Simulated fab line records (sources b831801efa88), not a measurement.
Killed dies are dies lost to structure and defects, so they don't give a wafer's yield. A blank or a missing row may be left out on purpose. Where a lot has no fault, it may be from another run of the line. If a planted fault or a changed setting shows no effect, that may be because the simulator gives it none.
Chamber matching	flow sky130	4 sister chambers for SKY_VIA4_ETCH_12 on rie_diel-03
The step etches SiO2 in C4F8/O2/Ar, stops on TiN, target depth 580 nm. 8 wafers are shown with their chamber, then 8 later ones without.

## WAFERS PAIRED WITH THEIR CHAMBERS
wafer	chamber	chamber_pressure_mTorr (mTorr)	oes_product_au (a.u.)
L075.3	0	40.01	0.926
L080.1	0	39.91	0.917
L080.2	2	40.03	0.930
L083.4	3	39.99	0.939
L083.5	2	40.01	0.925
L085.4	1	40.01	0.925
L085.5	3	40.03	0.924
L087.1	1	39.96	0.926

## WAFERS WITH NO CHAMBER GIVEN
wafer	chamber_pressure_mTorr (mTorr)	oes_product_au (a.u.)
L087.3	39.98	0.921
L087.4	39.91	0.921
L090.2	39.95	0.922
L090.3	39.95	0.923
L090.4	39.97	0.929
L097.1	40.01	0.923
L097.4	39.98	0.933
L097.5	40.01	0.925

## THE CHAMBER EACH PASSED THROUGH
wafer	from the rows above	in truth
L087.3	can't be placed: 0 or 1 or 2 or 3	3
L087.4	can't be placed: 0 or 1 or 2 or 3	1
L090.2	can't be placed: 0 or 1 or 2 or 3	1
L090.3	can't be placed: 0 or 1 or 2 or 3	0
L090.4	can't be placed: 1 or 3 or 0 or 2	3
L097.1	can't be placed: 1 or 2 or 0 or 3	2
L097.4	can't be placed: 3 or 1 or 2 or 0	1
L097.5	can't be placed: 2 or 1 or 3 or 0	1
0 of 8 placed correctly. From these rows, 8 cannot be placed; in 8 the true chamber is one of the candidates. Placed wrongly: 0.
How it was worked out, from the rows above alone: a wafer's distance from a chamber is the root of the sum, over the readings, of the square of ((its reading less the chamber's mean) divided by the reading's scatter). If the next closest chamber is less than 2 further off than the closest, the wafer can't be placed; otherwise it belongs to the closest. Each chamber's mean is taken over the wafers shown for it. The scatter is the square root of a quotient: the sum, over the shown wafers, of each reading's squared deviation from its chamber's mean, divided by wafers minus chambers.
